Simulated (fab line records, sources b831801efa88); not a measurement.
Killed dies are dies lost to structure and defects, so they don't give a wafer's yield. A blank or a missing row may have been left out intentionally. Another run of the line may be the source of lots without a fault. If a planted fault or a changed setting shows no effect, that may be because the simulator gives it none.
One fault seen from 2 desks    flow gf180mcu    what lay behind the numbers comes last; until then each desk has only its own

== FOR THE TOOL OWNER'S DESK: lithoTrack-01 ==
The tool's own readings at GF_NSD_COAT_02 (resist thk 1000 nm): means of the sampled wafers that have a number, for each lot that ran on this tool. If a lot's mean is further than 4 standard deviations from the usual mean, the lot is out of limits and carries the mark OUT (the distance appears in the brackets).
Columns: A = spinSpeedRpm at GF_NSD_COAT_02, usual 3000.1 rpm
lot   first seen here  A
L657  day 12 16:27     2998.8
L664  day 15 15:37     2871.7 (-64) OUT
L666  day 16 13:59     2873.0 (-64) OUT
L678  day 19 22:49     3000.1
L679  day 20 06:50     3000.5
This desk's verdict: out of limits on L664, L666, starting with L664 at day 15 15:37 (spinSpeedRpm at GF_NSD_COAT_02). L657, L678, L679: within limits.

== AT THE METROLOGY DESK ==
Means of the sampled wafers that have a number, per lot and without regard to the tool the lot ran on: this is what the gauges read. If a lot's mean is further than 4 standard deviations from the usual mean, the lot is out of limits and carries the mark OUT (the distance appears in the brackets).
Columns: A = POLY_GATE_OVL at GF_POLY_GATE_OVL_MEAS_11, usual 3 nm; B = NSD_TW at GF_NSD_TW_MEAS_12, usual 4244; C = NSD_RS at GF_PSD_RS_MEAS_14, usual 46.15 ohm/sq
lot   first seen here  A   B     C
L657  day 9 00:21      1   4235  46.06
L658  day 9 07:52      8   4258  46.17
L662  day 10 11:40     11  4224  46.31
L664  day 11 14:24     1   4257  46.24
L665  day 11 18:03     6   4253  46.18
L666  day 12 10:09     1   4253  46.09
L669  day 13 03:54     -1  4228  46.09
L673  day 14 01:00     -2  4255  46.15
L675  day 14 13:57     -0  4273  46.11
L677  day 15 02:48     -3  4248  46.25
L678  day 15 10:15     3   4234  46.16
L679  day 15 17:01     9   4216  46.10
L680  day 16 02:15     5   4220  46.20
Result from this desk: across the 13 lots, nothing is out of limits.

== PUT TOGETHER ==
At day 15 15:37, on L664, L666, the tool owner's desk was in a position to raise an alarm.
From the metrology desk's view, nothing was out of limits.
The metrology desk holds a record of L664, L666, inside its limits.
Every lot named ran GF_NSD_COAT_02 on lithoTrack-01.

== WHAT THE SIMULATOR HAD INSERTED ==
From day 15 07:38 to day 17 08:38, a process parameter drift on lithoTrack-01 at GF_NSD_COAT_02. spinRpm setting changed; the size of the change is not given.
Struck lots among those shown: L664, L666.
Hours from the fault's start to each desk's first reading out of limits: the tool owner's desk, 8.
